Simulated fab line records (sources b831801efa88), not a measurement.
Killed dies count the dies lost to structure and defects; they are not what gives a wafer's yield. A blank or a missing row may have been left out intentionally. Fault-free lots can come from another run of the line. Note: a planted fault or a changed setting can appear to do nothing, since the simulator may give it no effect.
8D (eight disciplines) problem report, filled in by code + flow sky130 + the parts of the form that need people (team, actions taken, sign-off) are left out

1. THE PROBLEM
Mean of cd_nm at SKY_SD_P_CD_MEAS_07: 362.6 nm across 2 wafers in 2 lots; on wafers with no fault it is 379.2 nm (standard deviation 2.5). Relative to the usual mean, that is a shift of -6.7 standard deviations.
The step: target cd 380 nm.
First observed at day 28 13:20: wafer L933.3, on cd_sem-02. The record has a number at this step for 37 wafers belonging to 13 lots. Rule for "out" (also "out of limits"): further than 4 standard deviations from the usual mean. The other wafers with a number count as sound.

2. WHAT IT IS; WHAT IT IS NOT
| question                    | is                   | is not                                                                                                   |
|-----------------------------|----------------------|----------------------------------------------------------------------------------------------------------|
| which readings at this step | cd_nm                | -                                                                                                        |
| which lots                  | L933, L936           | L927, L928, L931, L932, L934, L943, L944, L945, L947, L949, L950                                         |
| which wafers of those lots  | L933.3, L936.3       | L933.2, L936.2                                                                                           |
| read on which gauges        | cd_sem-01, cd_sem-02 | -                                                                                                        |
| when                        | from day 28 13:20    | up to then (16 sound wafers); but 19 sound wafers of L936, L943, L944, L945, L947, L949, L950 came after |

3. THE SUSPECTS, EACH WITH WHAT RULES IT OUT
Counting: if a tool at a process step up to the reading ran every lot that is out, it stays a suspect. Sound lots after the first of them don't rule it out here, since some wafers of a struck lot are sound.
- the gauge at SKY_SD_P_CD_MEAS_07 is ruled out. Those wafers that are out were read across 2 gauges (cd_sem-01, cd_sem-02).
- iline_stepper-02 at SKY_SD_P_EXPOSE_04 (exposes mask PSDM, target cd 380 nm): kept. Ran every lot that is out, first one L933 (day 27 22:44); last sound lot up to then L934 (day 27 22:24).
The count leaves iline_stepper-02 at SKY_SD_P_EXPOSE_04.

4. THE CAUSE (what the simulator had put in)
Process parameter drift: iline_stepper-02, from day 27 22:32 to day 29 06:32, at SKY_SD_P_EXPOSE_04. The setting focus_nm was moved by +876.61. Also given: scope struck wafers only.
This tool alone remained once counting was done.

5. THE EFFECT CHAIN, in route order
One row per reading whose mean, taken over the struck wafers that have a number, lies over 3 standard deviations from the usual. Readings are gone through only where the record gives a usual standard deviation; hours: the median, over the lots, of the time from a lot's start at the first step in this table giving one to that lot's start at this step; sigmas: the change measured in usual standard deviations.
| hours | step                | reading | usual    | on struck wafers | change | sigmas |
|-------|---------------------|---------|----------|------------------|--------|--------|
| 0     | SKY_SD_P_CD_MEAS_07 | cd_nm   | 379.2 nm | 362.6            | -16.6  | -6.7   |

6. WHAT WOULD HAVE CAUGHT IT SOONER
Counted from the fault's start at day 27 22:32, it took 15 hours until the first out-of-limits reading at a measuring or inspecting step in this record, taken at day 28 13:20.
Lots out: 2; of these, L936 started SKY_SD_P_EXPOSE_04 on iline_stepper-02 after day 28 13:20. A hold on the tool at that time would have spared it.
